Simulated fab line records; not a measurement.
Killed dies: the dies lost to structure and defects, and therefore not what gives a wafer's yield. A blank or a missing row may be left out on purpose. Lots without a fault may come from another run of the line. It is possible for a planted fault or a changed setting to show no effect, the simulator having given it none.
fab line records	flow sky130
record lots=11	wafers=33	last_day=50
route steps=708 shown CONTACT@429 METAL2@486 VIA2@523
lots with no fault: from the same line, run without faults
start_h: hours from the record's first day to the start of the lot's first wafer shown	wait_h: how many hours have passed since the lot's step before this one	" as in the row above	L1.1+2: one row covering several wafers at once	- no value present, or no start provided	* or withheld: withheld	< > ~ a bound
route shown NAME@n: NAME is a module with steps in the file, n the number in the route of the first one	usual: mean/standard deviation of fault-free wafers	same: alike in all rows	chamber/n: place in a boat	sites: readings site by site	_std_site: the standard deviation of these	_edge_site: mean of outer sites minus mean of inner sites	radius_mm: for every site, how far away it sits from the centre of the wafer	mask NAME#n: copy n	behind: tool/chamber where the wafer was last shaped	hold: reason for holding the lot/hours on hold/outcome of the hold	device: transistor that didn't switch, given as n, p or np	end of line: the tests these same wafers got at the end of their route	a step with no rows: only its recipe	killed: count of dies lost to structure and defects at first sort (not the wafer's yield)	map: dies across one wafer; x = killed, . = not, _ = none there
set.NAME: the setting as run; set.NAME@STEP: as run at that earlier step	model.NAME: the simulator's own value behind a step, which no gauge read
steps of the route over a sample of lots; a table a step, a row a wafer
services: from which hour (start_h, from the record's first day; less than 0 if before it) a tool's chamber was out of use, for how many hours, and why
## steps
# step SKY_CONTACT_SPUTTER_23
# recipe material=TiN	target_thk_nm=20	chamber_pressure_pa=5	power_w=4000	time_s=80
# usual throttle_valve_pct=30.2/0.95
lot.wafer	tool	chamber	start_h	wait_h	throttle_valve_pct
L637.3	pvd_sputter-04	-	740.71	0.0	30.9
L637.4	"	-	"	"	30.8
L637.6	"	-	"	"	29.5
L639.3	pvd_sputter-04	-	753.61	0.0	29.3
L639.4	"	-	"	"	29.5
L639.6	"	-	"	"	31.1
L640.1	pvd_sputter-04	-	755.82	0.0	30.9
L640.4	"	-	"	"	30.9
L640.5	"	-	"	"	30.8
L645.1	pvd_sputter-04	-	794.68	0.0	29.4
L645.3	"	-	"	"	31.1
L645.5	"	-	"	"	29.2
L646.1	pvd_sputter-04	-	798.24	0.0	29.4
L646.3	"	-	"	"	30.7
L646.5	"	-	"	"	30.5
L653.1	pvd_sputter-03	-	848.64	0.0	30.9
L653.3	"	-	"	"	29.5
L653.6	"	-	"	"	29.6
L655.1	pvd_sputter-01	-	866.52	0.0	29.3
L655.4	"	-	"	"	31.2
L655.5	"	-	"	"	31.2
L656.2	pvd_sputter-04	-	871.44	0.0	29.5
L656.5	"	-	"	"	30.9
L656.6	"	-	"	"	29.5
L657.1	pvd_sputter-01	-	889.25	0.0	28.8
L657.2	"	-	"	"	31.2
L657.6	"	-	"	"	29.1
L660.3	pvd_sputter-03	-	906.75	0.0	31.2
L660.5	"	-	"	"	29.7
L660.6	"	-	"	"	31.0
L659.2	pvd_sputter-03	-	908.36	0.0	30.8
L659.5	"	-	"	"	31.2
L659.6	"	-	"	"	28.5
# step SKY_METAL2_SPUTTER_03
# recipe material=Ti	target_thk_nm=5	power_w=3000	time_s=3.3	chamber_pressure_pa=0.4
# usual throttle_valve_pct=30.0/1.1
lot.wafer	tool	chamber	start_h	wait_h	throttle_valve_pct
L637.3	pvd_sputter-03	-	797.47	0.0	28.5
L637.4	"	-	"	"	29.4
L637.6	"	-	"	"	31.2
L639.3	pvd_sputter-02	-	811.13	0.0	28.9
L639.4	"	-	"	"	31.8
L639.6	"	-	"	"	31.7
L640.1	pvd_sputter-02	-	812.05	0.0	28.9
L640.4	"	-	"	"	31.8
L640.5	"	-	"	"	29.2
L645.1	pvd_sputter-01	-	850.16	0.0	29.3
L645.3	"	-	"	"	31.0
L645.5	"	-	"	"	31.4
L646.1	pvd_sputter-03	-	853.85	0.0	28.7
L646.3	"	-	"	"	31.2
L646.5	"	-	"	"	31.0
L653.1	pvd_sputter-02	-	903.43	0.0	28.7
L653.3	"	-	"	"	29.1
L653.6	"	-	"	"	31.9
L655.1	pvd_sputter-03	-	920.40	0.0	30.9
L655.4	"	-	"	"	28.4
L655.5	"	-	"	"	28.6
L656.2	pvd_sputter-03	-	924.61	0.0	31.1
L656.5	"	-	"	"	30.6
L656.6	"	-	"	"	29.5
L657.1	pvd_sputter-03	-	941.78	0.0	31.0
L657.2	"	-	"	"	29.2
L657.6	"	-	"	"	30.7
L660.3	pvd_sputter-03	-	959.64	0.0	31.0
L660.5	"	-	"	"	31.1
L660.6	"	-	"	"	31.0
L659.2	pvd_sputter-03	-	960.94	0.0	29.5
L659.5	"	-	"	"	28.6
L659.6	"	-	"	"	31.0
# step SKY_METAL2_ETCH_18
# recipe chemistry=N2/H2	target=BARC	ion_energy_ev=200	bias_w=100	pressure_mtorr=30	n2_flow_sccm=100	h2_flow_sccm=200	icp_w=500	stop_on=SiO2	time_s=45.9	target_depth_a=600
# usual drypump_motor_current_A=5.66/0.089	oes_product_au=0.854/0.0048	throttle_valve_pct=13.224/0.0094
lot.wafer	tool	chamber	start_h	wait_h	drypump_motor_current_A	oes_product_au	rf_hours_counter_h	throttle_valve_pct
L637.3	rie_metal-03	0	824.18	0.0	5.67	0.850	-	13.219
L637.4	"	1	"	"	5.71	0.851	-	13.219
L637.6	"	0	"	"	5.66	0.848	-	13.211
L639.3	rie_metal-02	0	837.53	0.0	5.80	0.854	-	13.223
L639.4	"	1	"	"	5.65	0.851	-	13.235
L639.6	"	1	"	"	5.67	0.850	-	13.232
L640.1	rie_metal-03	0	837.86	0.0	5.66	0.859	10	13.234
L640.4	"	1	"	"	5.71	0.850	-	13.219
L640.5	"	1	"	"	5.75	0.854	-	13.221
L645.1	rie_metal-03	0	875.91	0.0	5.65	0.864	11	13.232
L645.3	"	0	"	"	5.66	0.859	-	13.223
L645.5	"	0	"	"	5.63	0.854	-	13.208
L646.1	rie_metal-03	0	879.62	0.0	5.65	0.854	12	13.225
L646.3	"	0	"	"	5.62	0.858	-	13.245
L646.5	"	1	"	"	5.74	0.858	-	13.227
L653.1	rie_metal-02	1	927.92	0.0	5.62	0.859	9	13.227
L653.3	"	0	"	"	5.77	0.848	-	13.251
L653.6	"	0	"	"	5.79	0.850	-	13.228
L655.1	rie_metal-04	0	944.81	0.0	5.64	0.855	17	13.219
L655.4	"	0	"	"	5.63	0.850	-	13.218
L655.5	"	0	"	"	5.64	0.854	-	13.227
L656.2	rie_metal-02	1	949.06	0.0	5.65	0.864	10	13.230
L656.5	"	1	"	"	5.67	0.853	-	13.217
L656.6	"	0	"	"	5.77	0.853	-	13.220
L657.1	rie_metal-04	0	966.01	0.0	5.62	0.853	18	13.213
L657.2	"	1	"	"	5.50	0.852	2	13.228
L657.6	"	1	"	"	5.50	0.859	-	13.226
L660.3	rie_metal-03	0	983.29	0.0	5.65	0.852	-	13.235
L660.5	"	1	"	"	5.76	0.855	-	13.213
L660.6	"	0	"	"	5.63	0.854	-	13.244
L659.2	rie_metal-04	0	984.42	0.0	5.64	0.853	20	13.221
L659.5	"	0	"	"	5.63	0.858	-	13.217
L659.6	"	1	"	"	5.48	0.855	-	13.211
# step SKY_METAL2_STRIP_20
# recipe chemistry=O2/N2	power_w=1400	pressure_mtorr=1500	platen_temp_c=withheld	o2_flow_sccm=3000	n2_flow_sccm=300	overash_fraction=0.5
# usual drypump_motor_current_A=5.73/0.25	oes_product_au=0.343/0.0046	strip_time_to_endpoint_s=2.691/0.027
lot.wafer	tool	chamber	start_h	wait_h	drypump_motor_current_A	oes_product_au	rf_hours_counter_h	strip_time_to_endpoint_s
L637.3	plasma_asher-04	1	824.35	0.1	5.70	0.341	-	2.700
L637.4	"	0	"	"	5.70	0.349	-	2.716
L637.6	"	0	"	"	5.68	0.346	-	2.689
L639.3	plasma_asher-01	1	837.70	0.1	5.92	0.340	-	2.671
L639.4	"	0	"	"	5.70	0.345	-	2.723
L639.6	"	1	"	"	5.91	0.345	-	2.670
L640.1	plasma_asher-02	1	838.02	0.1	6.10	0.345	69	2.700
L640.4	"	1	"	"	6.08	0.348	-	2.691
L640.5	"	0	"	"	5.27	0.343	-	2.715
L645.1	plasma_asher-04	1	876.07	0.1	5.68	0.345	44	2.630
L645.3	"	0	"	"	5.71	0.341	-	2.592
L645.5	"	0	"	"	5.68	0.346	-	2.628
L646.1	plasma_asher-04	0	879.77	0.1	5.72	0.344	45	2.614
L646.3	"	1	"	"	5.70	0.336	-	2.621
L646.5	"	1	"	"	5.69	0.339	-	2.718
L653.1	plasma_asher-01	0	928.07	0.1	5.69	0.343	18	2.677
L653.3	"	1	"	"	5.92	0.340	-	2.644
L653.6	"	1	"	"	5.91	0.347	-	2.674
L655.1	plasma_asher-01	0	944.97	0.1	5.71	0.341	20	2.635
L655.4	"	1	"	"	5.91	0.345	-	2.640
L655.5	"	0	"	"	5.71	0.343	-	2.623
L656.2	plasma_asher-02	0	949.22	0.1	5.29	0.342	79	2.714
L656.5	"	1	"	"	6.06	0.342	-	2.720
L656.6	"	0	"	"	5.27	0.342	-	2.673
L657.1	plasma_asher-02	0	966.17	0.1	5.27	0.341	81	2.686
L657.2	"	1	"	"	6.10	0.340	81	2.723
L657.6	"	0	"	"	5.23	0.349	-	2.744
L660.3	plasma_asher-01	1	983.46	0.1	5.92	0.343	-	2.635
L660.5	"	1	"	"	5.92	0.341	-	2.654
L660.6	"	0	"	"	5.69	0.352	-	2.653
L659.2	plasma_asher-02	1	984.57	0.1	6.06	0.333	83	2.633
L659.5	"	1	"	"	6.05	0.339	-	2.628
L659.6	"	0	"	"	5.29	0.339	-	2.701
# step SKY_VIA2_STRIP_16
# recipe chemistry=O2/N2	power_w=1400	pressure_mtorr=1500	platen_temp_c=withheld	o2_flow_sccm=3000	n2_flow_sccm=300	overash_fraction=0.5
# usual drypump_motor_current_A=5.7/0.38	oes_product_au=0.398/0.0046	strip_time_to_endpoint_s=4.042/0.02
lot.wafer	tool	chamber	start_h	wait_h	drypump_motor_current_A	oes_product_au	rf_hours_counter_h	strip_time_to_endpoint_s
L637.3	plasma_asher-03	0	851.43	0.1	6.2	0.397	-	4.020
L637.4	"	1	"	"	5.2	0.397	-	4.048
L637.6	"	1	"	"	5.2	0.403	-	4.033
L639.3	plasma_asher-04	1	864.03	0.1	5.7	0.407	-	4.004
L639.4	"	0	"	"	5.7	0.400	-	4.029
L639.6	"	1	"	"	5.7	0.394	-	4.020
L640.1	plasma_asher-02	0	864.11	0.0	5.3	0.392	71	4.064
L640.4	"	0	"	"	5.3	0.396	-	4.073
L640.5	"	0	"	"	5.3	0.402	-	4.030
L645.1	plasma_asher-02	0	902.50	0.0	5.3	0.399	75	4.041
L645.3	"	0	"	"	5.3	0.390	-	4.038
L645.5	"	1	"	"	6.1	0.403	-	4.024
L646.1	plasma_asher-02	0	906.40	0.0	5.3	0.402	76	4.004
L646.3	"	0	"	"	5.3	0.397	-	4.056
L646.5	"	0	"	"	5.3	0.394	-	4.060
L653.1	plasma_asher-04	1	953.70	0.0	5.7	0.392	52	4.024
L653.3	"	1	"	"	5.7	0.404	-	4.043
L653.6	"	0	"	"	5.7	0.393	-	4.054
L655.1	plasma_asher-04	1	970.40	0.0	5.7	0.394	54	4.028
L655.4	"	1	"	"	5.7	0.398	-	4.044
L655.5	"	1	"	"	5.6	0.403	-	4.050
L656.2	plasma_asher-03	0	975.35	0.0	6.2	0.401	120	4.021
L656.5	"	0	"	"	6.2	0.393	-	4.026
L656.6	"	1	"	"	5.2	0.402	-	4.004
L657.1	plasma_asher-03	1	991.15	0.0	5.2	0.398	122	4.070
L657.2	"	0	"	"	6.2	0.405	122	4.057
L657.6	"	0	"	"	6.2	0.393	-	4.037
L660.3	plasma_asher-02	1	1007.78	0.1	6.1	0.397	-	4.067
L660.5	"	0	"	"	5.3	0.399	-	4.056
L660.6	"	1	"	"	6.1	0.394	-	4.071
L659.2	plasma_asher-02	1	1008.64	0.0	6.1	0.402	85	4.063
L659.5	"	1	"	"	6.0	0.396	-	4.021
L659.6	"	0	"	"	5.3	0.398	-	4.030
## services
tool	chamber	start_h	hours	kind
plasma_asher-02	-	726.41	29.4	pm
plasma_asher-01	-	733.75	9.0	pm
plasma_asher-04	-	740.30	0.8	repair
rie_metal-04	-	756.29	1.4	pm
rie_metal-03	1	807.25	12.8	repair
pvd_sputter-01	-	827.98	10.1	repair
rie_metal-04	0	830.44	20.5	repair
pvd_sputter-01	-	850.88	5.4	repair
plasma_asher-04	-	860.75	1.0	repair
pvd_sputter-03	-	862.52	24.1	repair
rie_metal-04	1	886.57	9.0	repair
rie_metal-03	-	886.91	5.7	repair
pvd_sputter-02	-	911.20	1.0	repair
rie_metal-03	1	926.56	4.8	repair
pvd_sputter-03	-	937.20	3.6	repair
plasma_asher-02	-	939.47	6.1	repair
rie_metal-02	-	950.38	5.2	repair
rie_metal-04	0	953.71	1.1	repair
pvd_sputter-01	-	969.70	1.8	repair
pvd_sputter-01	-	974.84	60.0	repair
rie_metal-02	0	978.26	2.7	repair
pvd_sputter-04	-	982.18	7.5	repair
plasma_asher-04	-	983.76	3.4	repair
rie_metal-02	-	1002.39	0.5	repair
## key
first_sign step=SKY_METAL2_STRIP_20	reading=strip_time_to_endpoint_s	direction=down	sigmas=2.7	usual=*	struck=*
effect none on later readings
met_at SKY_METAL2_ETCH_18
struck_lots L645,L646
struck_wafers L645.1,L645.3,L645.5,L646.1,L646.3
not_acting_at SKY_CONTACT_SPUTTER_23,SKY_METAL2_SPUTTER_03,SKY_VIA2_STRIP_16
onset_between 837.86 875.91
fault kind=process_parameter_drift	tool=rie_metal-03	chamber=0	onset_h=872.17	steps=SKY_METAL2_ETCH_18	channel=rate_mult	offset=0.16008	shape=step	end_h=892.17
